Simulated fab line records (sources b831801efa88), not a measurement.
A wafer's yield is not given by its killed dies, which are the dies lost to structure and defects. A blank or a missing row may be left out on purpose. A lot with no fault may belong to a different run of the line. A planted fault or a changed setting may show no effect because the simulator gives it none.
Struck lot and sound lot, side by side || flow sky130 || 18 steps out of a route of 708
Sound: the wafers L155.1, L155.3, L155.6. Struck: wafer L164.5 (L164.1, L164.2, from the same lot, were not struck and are left out); the cause is given at the end.
At each step with rows: each side's tool, then ch and its chambers, then its first start. Under that, the readings that differ: sound wafers || struck wafers || difference of the means || sigmas: that difference in standard deviations of wafers without a fault.
alike: readings whose means differ by less than 2 such deviations, and words and numbers that are the same on both sides. not compared: withheld readings, readings that some wafer has no value for, bounds like >300 that may hide the same value, and numbers for which the record gives no deviation and whose values overlap.
The two part at a step that has a row with sigmas, a row that says differs or no value, or rows on one side only. Numbers that have no deviation but don't overlap get no sigmas and don't part them. A reading missing from all wafers of one side parts the sides only when that side holds two or more wafers.

first, 3 steps without rows for these wafers: SKY_VIA1_EXPOSE_09 (exposes mask VIM, target cd 150 nm); SKY_VIA1_PEB_10; SKY_VIA1_DEVELOP_11 (develop time 60 s).
SKY_VIA1_CD_MEAS_12: the cd target is 150 nm.
  sound on cd-sem-01, day 37 04:23; struck on cd-sem-02, day 39 04:48
{"reading": "cd-nm (nm)", "sound": "152.8 149.7 150.0", "struck": 144.5, "difference": -6.3, "sigmas": -3}
SKY_VIA1_OVL_MEAS_13:
  sound on overlay-02, day 37 04:30; struck on overlay-02, day 39 04:55
  alike: VIA1_OVL
SKY_VIA1_ETCH_14: etches BARC in N2/H2, stops on SiO2, time 45.9 s, target depth 60 nm.
  sound on rie-diel-02 ch 1,2,3, day 37 04:32; struck on rie-diel-01 ch 3, day 39 04:58
  alike: drypump-motor-current-A, oes-product-au, throttle-valve-pct
  not compared: rf-hours-counter-h
SKY_VIA1_ETCH_15: etches SiO2 in C4F8/O2/Ar, stops on TiN, target depth 351 nm, time 54 s.
  sound on rie-diel-02 ch 1,2,3, day 37 04:35; struck on rie-diel-01 ch 3, day 39 05:00
  alike: oes-product-au
  not compared: rf-hours-counter-h
SKY_VIA1_STRIP_16: strips in O2/N2.
  sound on plasma-asher-01 ch 0,1, day 37 04:37; struck on plasma-asher-02 ch 0, day 39 05:02
  alike: drypump-motor-current-A, oes-product-au, strip-time-to-endpoint-s
  not compared: rf-hours-counter-h
then, 3 steps without rows for these wafers: SKY_VIA1_STRIP_17 (strips in post etch residue remover, time 1200 s); SKY_VIA1_CLEAN_18 (cleans in IPA, time 180 s); SKY_VIA1_CLEAN_19 (cleans in O3/DIW).
SKY_VIA1_SPUTTER_20: material TiN, target thk 20 nm, time 80 s.
  sound on pvd-sputter-01, day 37 05:13; struck on pvd-sputter-02, day 39 05:41
  alike: throttle-valve-pct
SKY_VIA1_CVD_21: deposits W, target thk 270 nm, time 80.902 s.
  sound on cvd-w-02 ch 0,1, day 37 05:16; struck on cvd-w-01 ch 0, day 39 05:44
{"reading": "model.W_of_VIA1_CVD_21.thk-nm (nm)", "sound": "269.1 268 266.8", "struck": 197.3, "difference": -70.7, "sigmas": ""}
  alike: heater-power-w
SKY_VIA1_RS_MEAS_22: a four-point-probe measurement.
  sound on film-metro-02, day 37 05:22; struck on film-metro-03, day 39 05:50
{"reading": "VIA1_W_RS (ohm/sq)", "sound": "0.428 0.429 0.431", "struck": 0.585, "difference": "+0.156", "sigmas": "+38"}
SKY_VIA1_THK_MEAS_23: measures by xrf.
  sound on film-metro-02, day 37 05:29; struck on film-metro-03, day 39 05:57
{"reading": "VIA1_W_THK (nm)", "sound": "268 267 265", "struck": 197, "difference": -70, "sigmas": -16}
SKY_VIA1_CMP_24: polishes, stops on SiO2, t overpolish 15 s, target thk 0 nm.
  sound on cmp-02 ch 0,1,2, day 37 05:33; struck on cmp-01 ch 2, day 39 06:01
{"reading": "time-to-endpoint-s (s)", "sound": "65 61 58", "struck": 48, "difference": -13, "sigmas": -4}
  alike: motor-current-A
SKY_METAL2_SPUTTER_00: material Ti, target thk 15 nm, time 10 s.
  sound on pvd-sputter-04, day 37 05:51; struck on pvd-sputter-02, day 39 06:22
  alike: throttle-valve-pct
SKY_PAD_OPEN_PROBE_99:
  rows exist in the record for the sound wafers here (prober-01, day 48 08:56), none for the struck ones

## WHERE THEY PART
At SKY_VIA1_CD_MEAS_12 first; at SKY_PAD_OPEN_PROBE_99 last (within this record only).

WHY: what the simulator had put in
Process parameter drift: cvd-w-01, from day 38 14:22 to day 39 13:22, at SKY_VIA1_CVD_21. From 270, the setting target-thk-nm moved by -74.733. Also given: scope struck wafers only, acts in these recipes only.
